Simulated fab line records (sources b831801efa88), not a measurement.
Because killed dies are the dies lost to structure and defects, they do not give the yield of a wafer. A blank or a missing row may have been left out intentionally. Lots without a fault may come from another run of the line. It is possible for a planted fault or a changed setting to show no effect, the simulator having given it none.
Chamber matching | flow gf180mcu | GF_SAB_ETCH_11 on rie-diel-03 has 4 sister chambers
The step etches SiO2 in C4F8/O2/Ar, target depth 55 nm, time 8.5 s. 8 wafers are shown with their chamber, then 7 later ones without.

## EACH WAFER AND ITS CHAMBER
wafer  | chamber | oes-product-au (a.u.)
L076.6 | 3       | 1.004
L078.2 | 0       | 0.996
L078.6 | 2       | 0.993
L089.1 | 2       | 1.003
L089.3 | 3       | 1.006
L089.5 | 1       | 1.007
L090.3 | 0       | 1.001
L090.5 | 1       | 1.027

## WAFERS WHOSE CHAMBER IS MISSING
wafer  | oes-product-au (a.u.)
L090.6 | 1.012
L096.1 | 1.000
L096.4 | 1.014
L096.5 | 0.999
L097.2 | 1.000
L097.3 | 0.982
L097.4 | 1.021

## EACH ONE'S CHAMBER
wafer  | from the rows above               | in truth
L090.6 | can't be placed: 1 or 3 or 0 or 2 | 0
L096.1 | can't be placed: 0 or 2 or 3 or 1 | 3
L096.4 | can't be placed: 1 or 3 or 0 or 2 | 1
L096.5 | can't be placed: 0 or 2 or 3      | 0
L097.2 | can't be placed: 0 or 2 or 3 or 1 | 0
L097.3 | can't be placed: 2 or 0 or 3      | 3
L097.4 | can't be placed: 1 or 3           | 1
Correct placement for 0 of the 7. From these rows, 7 cannot be placed; in 7 the true chamber is one of the candidates. Wrongly placed: 0.
How it was worked out, from the rows above alone: a wafer's distance from a chamber is the root of the sum, over the readings, of the square of ((its reading less the chamber's mean) divided by the reading's scatter). If the next closest chamber is less than 2 further off than the closest, the wafer can't be placed; otherwise it belongs to the closest. The mean given for a chamber averages the wafers shown for that chamber. The scatter: the root of (the sum of the squares of (reading less its chamber's mean) over the shown wafers, divided by (wafers less chambers)).
